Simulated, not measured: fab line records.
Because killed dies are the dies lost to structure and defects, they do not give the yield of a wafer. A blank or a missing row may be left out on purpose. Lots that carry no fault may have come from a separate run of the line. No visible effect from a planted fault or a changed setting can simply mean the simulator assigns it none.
Chamber matching / flow sfq line / SFQ_TRILAYER_I7_CMP_CMP_184 on cmp-02 has 4 sister chambers
The step polishes SiO2. 4 wafers are shown with their chamber, then 8 later ones without.

== EACH WAFER AND ITS CHAMBER ==
wafer=L965.6; chamber=0; motor current A (A)=10.9
wafer=L968.5; chamber=2; motor current A (A)=10.7
wafer=L968.6; chamber=1; motor current A (A)=9.9
wafer=L970.2; chamber=3; motor current A (A)=9.0

== WAFERS MISSING THEIR CHAMBER ==
wafer=L970.4; motor current A (A)=10.7
wafer=L970.5; motor current A (A)=10.7
wafer=L971.2; motor current A (A)=9.6
wafer=L971.3; motor current A (A)=10.5
wafer=L971.4; motor current A (A)=10.9
wafer=L975.1; motor current A (A)=10.3
wafer=L975.2; motor current A (A)=9.0
wafer=L975.3; motor current A (A)=10.4

== WHICH CHAMBER EACH ONE RAN IN ==
wafer=L970.4; from the rows above=can't be placed: 2 or 0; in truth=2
wafer=L970.5; from the rows above=can't be placed: 2 or 0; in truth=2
wafer=L971.2; from the rows above=can't be placed: 1 or 3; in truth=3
wafer=L971.3; from the rows above=can't be placed: 2 or 0 or 1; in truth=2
wafer=L971.4; from the rows above=can't be placed: 0 or 2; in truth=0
wafer=L975.1; from the rows above=can't be placed: 2 or 1 or 0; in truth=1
wafer=L975.2; from the rows above=3; in truth=3
wafer=L975.3; from the rows above=can't be placed: 2 or 0 or 1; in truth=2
Correct placement for 1 of the 8. Unplaceable from these rows: 7, with the true chamber sitting among the candidates in 7. Number placed wrongly: 0.
How it was worked out, from the rows above alone: a wafer's distance from a chamber is the root of the sum, over the readings, of the square of ((its reading less the chamber's mean) divided by the reading's scatter). The wafer belongs to the nearest chamber; if the next one is less than 2 further off, it can't be placed. For every chamber, the mean is computed from those of its wafers that are shown. The scatter (one wafer shown for each chamber): square how far every hidden wafer sits from the nearest shown wafer, average those squares and take the square root.
